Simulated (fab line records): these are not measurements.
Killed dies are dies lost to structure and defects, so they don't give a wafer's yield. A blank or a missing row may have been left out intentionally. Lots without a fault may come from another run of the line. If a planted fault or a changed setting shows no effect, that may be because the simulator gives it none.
fab line records :: flow sky130
record:
  lots: 6
  wafers: 18
  last-day: 49
route steps=708 shown DNWELL@37 PWDE@45
lots that met no fault: from a run of the same line without faults
start-h: hours from the record's opening day to when the first of the lot's shown wafers began :: wait-h: hours since the lot's step before :: " same as the row above :: L1.1+2: a row that stands for several wafers :: - no value, or no start was given :: * or withheld: withheld :: < > ~ a bound
route shown NAME@n: NAME is a module with steps in the file, n the number in the route of the first one :: usual: average and standard deviation across the fault-free wafers :: same: alike in all rows :: chamber/n: place in a boat :: sites: readings site by site :: _std_site: standard deviation of those values :: _edge_site: inner sites' mean taken away from outer sites' mean :: radius-mm: for every site, how far away it sits from the centre of the wafer :: mask NAME#n: copy n :: behind: the most recent tool/chamber to have shaped the wafer :: hold: why the lot went on hold/how many hours it stayed there/how the hold came to an end :: device: transistor that didn't switch, given as n, p or np :: end of line: at the end of the route, the tests of the same wafers :: for a step that has no rows: nothing shown but its recipe :: killed: dies lost to structure and defects at the first sort, not the wafer's yield :: map: shows each die of a wafer: x if killed, . if not, _ if none is there
set.NAME: the setting that was run; set.NAME@STEP: the one run at that earlier step :: model.NAME: the simulator's own value behind a step, which no gauge read
a table for each step, a row for each wafer; lots at some steps of the route
services: the hour from which a tool's chamber was out of use, counted from the record's first day as start-h (under 0 if before that day), plus the number of hours and why
== steps ==
step: SKY_DNWELL_COAT_02
recipe:
  spin-rpm: 2000
  resist-thk-nm: 3000
step: SKY_DNWELL_SOFTBAKE_03
recipe:
  temp-c: 110
  time-s: withheld
step: SKY_DNWELL_EXPOSE_04
recipe:
  mask-id: DNM
  na: 0.57
  target-cd-nm: 3000
  dose-mj: 222
step: SKY_DNWELL_PEB_05
recipe:
  temp-c: 115
  time-s: withheld
step: SKY_DNWELL_DEVELOP_06
recipe:
  wall-angle-deg: 90
  developer: TMAH
  develop-time-s: 60
  dev-temp-c: 23
step: SKY_DNWELL_IMPLANT_07
recipe:
  species: P
  energy-kev: withheld
  dose-cm2: withheld
  tilt-deg: withheld
step: SKY_DNWELL_STRIP_08
recipe:
  chemistry: O2/N2
  power-w: 1400
  pressure-mtorr: 1500
  platen-temp-c: withheld
  o2-flow-sccm: 3000
  n2-flow-sccm: 300
  overash-fraction: 0.5
usual:
  drypump-motor-current-A: 5.7/0.51
  n2-flow-sccm: 300.2/0.91
  oes-product-au: 0.723/0.0046
  strip-time-to-endpoint-s: 36.94/0.12
lot.wafer: L621.1
tool: plasma-asher-03
chamber: 0
start-h: 106.20
wait-h: 0.1
drypump-motor-current-A: 6.2
n2-flow-sccm: 300.9
oes-product-au: 0.726
rf-hours-counter-h: 45
strip-time-to-endpoint-s: 36.95

lot.wafer: L621.2
tool: plasma-asher-03
chamber: 1
start-h: 106.20
wait-h: 0.1
drypump-motor-current-A: 6.2
n2-flow-sccm: 301.7
oes-product-au: 0.720
rf-hours-counter-h: 45
strip-time-to-endpoint-s: 37.00

lot.wafer: L621.5
tool: plasma-asher-03
chamber: 1
start-h: 106.20
wait-h: 0.1
drypump-motor-current-A: 6.2
n2-flow-sccm: 302.5
oes-product-au: 0.725
rf-hours-counter-h: -
strip-time-to-endpoint-s: 36.87

lot.wafer: L623.1
tool: plasma-asher-04
chamber: 0
start-h: 112.89
wait-h: 0.1
drypump-motor-current-A: 5.6
n2-flow-sccm: 301.3
oes-product-au: 0.726
rf-hours-counter-h: 41
strip-time-to-endpoint-s: 36.75

lot.wafer: L623.3
tool: plasma-asher-04
chamber: 1
start-h: 112.89
wait-h: 0.1
drypump-motor-current-A: 4.9
n2-flow-sccm: 299.7
oes-product-au: 0.719
rf-hours-counter-h: -
strip-time-to-endpoint-s: 36.73

lot.wafer: L623.5
tool: plasma-asher-04
chamber: 0
start-h: 112.89
wait-h: 0.1
drypump-motor-current-A: 5.6
n2-flow-sccm: 300.2
oes-product-au: 0.723
rf-hours-counter-h: -
strip-time-to-endpoint-s: 36.75

lot.wafer: L627.1
tool: plasma-asher-04
chamber: 1
start-h: 140.24
wait-h: 0.1
drypump-motor-current-A: 4.9
n2-flow-sccm: 300.1
oes-product-au: 0.724
rf-hours-counter-h: 43
strip-time-to-endpoint-s: 36.84

lot.wafer: L627.2
tool: plasma-asher-04
chamber: 0
start-h: 140.24
wait-h: 0.1
drypump-motor-current-A: 5.6
n2-flow-sccm: 300.4
oes-product-au: 0.737
rf-hours-counter-h: 43
strip-time-to-endpoint-s: 36.91

lot.wafer: L627.5
tool: plasma-asher-04
chamber: 1
start-h: 140.24
wait-h: 0.1
drypump-motor-current-A: 4.9
n2-flow-sccm: 300.0
oes-product-au: 0.721
rf-hours-counter-h: -
strip-time-to-endpoint-s: 36.88

lot.wafer: L628.1
tool: plasma-asher-03
chamber: 1
start-h: 145.99
wait-h: 0.1
drypump-motor-current-A: 6.2
n2-flow-sccm: 299.5
oes-product-au: 0.718
rf-hours-counter-h: 3
strip-time-to-endpoint-s: 36.81

lot.wafer: L628.3
tool: plasma-asher-03
chamber: 1
start-h: 145.99
wait-h: 0.1
drypump-motor-current-A: 6.2
n2-flow-sccm: 300.0
oes-product-au: 0.725
rf-hours-counter-h: -
strip-time-to-endpoint-s: 36.78

lot.wafer: L628.6
tool: plasma-asher-03
chamber: 1
start-h: 145.99
wait-h: 0.1
drypump-motor-current-A: 6.2
n2-flow-sccm: 300.8
oes-product-au: 0.728
rf-hours-counter-h: -
strip-time-to-endpoint-s: 37.00

lot.wafer: L629.1
tool: plasma-asher-01
chamber: 0
start-h: 151.95
wait-h: 0.1
drypump-motor-current-A: 5.7
n2-flow-sccm: 298.7
oes-product-au: 0.721
rf-hours-counter-h: 32
strip-time-to-endpoint-s: 37.01

lot.wafer: L629.4
tool: plasma-asher-01
chamber: 1
start-h: 151.95
wait-h: 0.1
drypump-motor-current-A: 5.3
n2-flow-sccm: 298.7
oes-product-au: 0.724
rf-hours-counter-h: -
strip-time-to-endpoint-s: 37.06

lot.wafer: L629.6
tool: plasma-asher-01
chamber: 0
start-h: 151.95
wait-h: 0.1
drypump-motor-current-A: 5.7
n2-flow-sccm: 299.6
oes-product-au: 0.715
rf-hours-counter-h: -
strip-time-to-endpoint-s: 37.02

lot.wafer: L631.1
tool: plasma-asher-03
chamber: 1
start-h: 159.99
wait-h: 0.1
drypump-motor-current-A: 6.3
n2-flow-sccm: 300.1
oes-product-au: 0.722
rf-hours-counter-h: 4
strip-time-to-endpoint-s: 36.93

lot.wafer: L631.2
tool: plasma-asher-03
chamber: 0
start-h: 159.99
wait-h: 0.1
drypump-motor-current-A: 6.2
n2-flow-sccm: 300.6
oes-product-au: 0.718
rf-hours-counter-h: 4
strip-time-to-endpoint-s: 36.97

lot.wafer: L631.5
tool: plasma-asher-03
chamber: 0
start-h: 159.99
wait-h: 0.1
drypump-motor-current-A: 6.2
n2-flow-sccm: 299.7
oes-product-au: 0.730
rf-hours-counter-h: -
strip-time-to-endpoint-s: 37.00
step: SKY_DNWELL_TW_MEAS_09
usual:
  DNWELL_TW: 1107/11
lot.wafer: L621.1
tool: film-metro-03
chamber: -
start-h: 106.30
wait-h: 0.1
DNWELL_TW: 1090

lot.wafer: L621.2
tool: film-metro-03
chamber: -
start-h: 106.30
wait-h: 0.1
DNWELL_TW: 1089

lot.wafer: L621.5
tool: film-metro-03
chamber: -
start-h: 106.30
wait-h: 0.1
DNWELL_TW: 1095

lot.wafer: L623.1
tool: film-metro-03
chamber: -
start-h: 112.99
wait-h: 0.1
DNWELL_TW: 1090

lot.wafer: L623.3
tool: film-metro-03
chamber: -
start-h: 112.99
wait-h: 0.1
DNWELL_TW: 1084

lot.wafer: L623.5
tool: film-metro-03
chamber: -
start-h: 112.99
wait-h: 0.1
DNWELL_TW: 1088

lot.wafer: L627.1
tool: film-metro-04
chamber: -
start-h: 140.34
wait-h: 0.1
DNWELL_TW: 1116

lot.wafer: L627.2
tool: film-metro-04
chamber: -
start-h: 140.34
wait-h: 0.1
DNWELL_TW: 1120

lot.wafer: L627.5
tool: film-metro-04
chamber: -
start-h: 140.34
wait-h: 0.1
DNWELL_TW: 1115

lot.wafer: L628.1
tool: film-metro-01
chamber: -
start-h: 146.09
wait-h: 0.1
DNWELL_TW: 1103

lot.wafer: L628.3
tool: film-metro-01
chamber: -
start-h: 146.09
wait-h: 0.1
DNWELL_TW: 1101

lot.wafer: L628.6
tool: film-metro-01
chamber: -
start-h: 146.09
wait-h: 0.1
DNWELL_TW: 1097

lot.wafer: L629.1
tool: film-metro-04
chamber: -
start-h: 152.05
wait-h: 0.1
DNWELL_TW: 1119

lot.wafer: L629.4
tool: film-metro-04
chamber: -
start-h: 152.05
wait-h: 0.1
DNWELL_TW: 1121

lot.wafer: L629.6
tool: film-metro-04
chamber: -
start-h: 152.05
wait-h: 0.1
DNWELL_TW: 1112

lot.wafer: L631.1
tool: film-metro-01
chamber: -
start-h: 160.09
wait-h: 0.1
DNWELL_TW: 1089

lot.wafer: L631.2
tool: film-metro-01
chamber: -
start-h: 160.09
wait-h: 0.1
DNWELL_TW: 1089

lot.wafer: L631.5
tool: film-metro-01
chamber: -
start-h: 160.09
wait-h: 0.1
DNWELL_TW: 1091
step: SKY_PWDE_DEHYDRATE_00
recipe:
  temp-c: 200
  time-s: 60
step: SKY_PWDE_HMDS_01
recipe:
  prime-time-s: 60
  prime-temp-c: 120
step: SKY_PWDE_COAT_02
recipe:
  spin-rpm: 2000
  resist-thk-nm: 3000
step: SKY_PWDE_SOFTBAKE_03
recipe:
  temp-c: 110
  time-s: withheld
step: SKY_PWDE_EXPOSE_04
recipe:
  mask-id: PWDEM
  na: 0.6
  source-shape: conventional
  sigma-outer: 0.6
  polarization: unpolarized
  target-cd-nm: 840
  dose-mj: 214
usual:
  exposure-dose-mJ-cm2: 213.94/0.22
  focus-offset-nm: 0.0/0.6
  reticle-temp-C: 22.99/0.11
lot.wafer: L621.1
tool: iline-stepper-02
chamber: 0
start-h: 115.59
wait-h: -
mask: PWDEM#0
exposure-dose-mJ-cm2: 213.93
focus-offset-nm: -0.7
reticle-temp-C: 23.06

lot.wafer: L621.2
tool: iline-stepper-02
chamber: 0
start-h: 115.59
wait-h: -
mask: PWDEM#0
exposure-dose-mJ-cm2: 213.95
focus-offset-nm: 0.1
reticle-temp-C: 23.19

lot.wafer: L621.5
tool: iline-stepper-02
chamber: 0
start-h: 115.59
wait-h: -
mask: PWDEM#0
exposure-dose-mJ-cm2: 214.09
focus-offset-nm: 1.0
reticle-temp-C: 23.11

lot.wafer: L623.1
tool: iline-stepper-01
chamber: 0
start-h: 122.49
wait-h: -
mask: PWDEM#0
exposure-dose-mJ-cm2: 213.94
focus-offset-nm: -0.6
reticle-temp-C: 23.18

lot.wafer: L623.3
tool: iline-stepper-01
chamber: 0
start-h: 122.49
wait-h: -
mask: PWDEM#0
exposure-dose-mJ-cm2: 213.96
focus-offset-nm: 0.3
reticle-temp-C: 23.18

lot.wafer: L623.5
tool: iline-stepper-01
chamber: 0
start-h: 122.49
wait-h: -
mask: PWDEM#0
exposure-dose-mJ-cm2: 214.06
focus-offset-nm: 0.7
reticle-temp-C: 23.19

lot.wafer: L627.1
tool: iline-stepper-01
chamber: -
start-h: 149.81
wait-h: -
mask: PWDEM#0
exposure-dose-mJ-cm2: -
focus-offset-nm: -
reticle-temp-C: -

lot.wafer: L627.2
tool: iline-stepper-01
chamber: -
start-h: 149.81
wait-h: -
mask: PWDEM#0
exposure-dose-mJ-cm2: -
focus-offset-nm: -
reticle-temp-C: -

lot.wafer: L627.5
tool: iline-stepper-01
chamber: -
start-h: 149.81
wait-h: -
mask: PWDEM#0
exposure-dose-mJ-cm2: -
focus-offset-nm: -
reticle-temp-C: -

lot.wafer: L628.1
tool: iline-stepper-02
chamber: -
start-h: 155.52
wait-h: -
mask: PWDEM#0
exposure-dose-mJ-cm2: -
focus-offset-nm: -
reticle-temp-C: -

lot.wafer: L628.3
tool: iline-stepper-02
chamber: -
start-h: 155.52
wait-h: -
mask: PWDEM#0
exposure-dose-mJ-cm2: -
focus-offset-nm: -
reticle-temp-C: -

lot.wafer: L628.6
tool: iline-stepper-02
chamber: -
start-h: 155.52
wait-h: -
mask: PWDEM#0
exposure-dose-mJ-cm2: -
focus-offset-nm: -
reticle-temp-C: -

lot.wafer: L629.1
tool: iline-stepper-02
chamber: 0
start-h: 161.89
wait-h: -
mask: PWDEM#0
exposure-dose-mJ-cm2: 213.96
focus-offset-nm: -1.3
reticle-temp-C: 22.90

lot.wafer: L629.4
tool: iline-stepper-02
chamber: 0
start-h: 161.89
wait-h: -
mask: PWDEM#0
exposure-dose-mJ-cm2: 214.25
focus-offset-nm: -0.8
reticle-temp-C: 22.97

lot.wafer: L629.6
tool: iline-stepper-02
chamber: 0
start-h: 161.89
wait-h: -
mask: PWDEM#0
exposure-dose-mJ-cm2: 214.18
focus-offset-nm: -0.6
reticle-temp-C: 23.04

lot.wafer: L631.1
tool: iline-stepper-02
chamber: 0
start-h: 170.70
wait-h: -
mask: PWDEM#0
exposure-dose-mJ-cm2: 213.96
focus-offset-nm: 1.7
reticle-temp-C: 22.94

lot.wafer: L631.2
tool: iline-stepper-02
chamber: 0
start-h: 170.70
wait-h: -
mask: PWDEM#0
exposure-dose-mJ-cm2: 213.69
focus-offset-nm: 0.6
reticle-temp-C: 22.94

lot.wafer: L631.5
tool: iline-stepper-02
chamber: 0
start-h: 170.70
wait-h: -
mask: PWDEM#0
exposure-dose-mJ-cm2: 214.10
focus-offset-nm: 0.6
reticle-temp-C: 23.13
step: SKY_PWDE_PEB_05
recipe:
  temp-c: 115
  time-s: withheld
== services ==
tool: plasma-asher-01
chamber: -
start-h: 86.45
hours: 2.0
kind: repair

tool: plasma-asher-03
chamber: -
start-h: 108.75
hours: 9.0
kind: pm

tool: plasma-asher-03
chamber: 0
start-h: 108.75
hours: 9.0
kind: vent-cycle

tool: plasma-asher-03
chamber: 1
start-h: 108.75
hours: 9.0
kind: vent-cycle

tool: plasma-asher-03
chamber: 0
start-h: 117.75
hours: -
kind: clean

tool: plasma-asher-03
chamber: 1
start-h: 117.75
hours: -
kind: clean

tool: iline-stepper-01
chamber: -
start-h: 164.69
hours: 25.0
kind: repair
== key ==
first-sign:
  step: SKY_PWDE_EXPOSE_04
  reading: tool-record
  direction: missing
effect none on later readings
met-at SKY_PWDE_EXPOSE_04
struck-wafers L627.1,L627.2,L627.5,L628.1,L628.3,L628.6
sort-left-out L627.1,L627.2,L627.5,L628.1,L628.3,L628.6
tester-left-out L627,L628
onset-between 122.49 149.81
fault:
  kind: skipped-step-whole
  tool: iline-stepper-01,iline-stepper-02
  chamber: -
  onset-h: 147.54
  steps: SKY_PWDE_EXPOSE_04
  scope: struck-lots-only
tester-left-out: of these lots the tester's yield and bins aren't shown, on N5 and GAA mostly nor the transistor test; their killed dies are dies lost to structure and defects alone, not to doping, threshold or leakage, so they don't give the yield
sort-left-out: the simulated sort isn't trusted on such a fault, so these wafers' sort isn't shown, and their yield isn't known
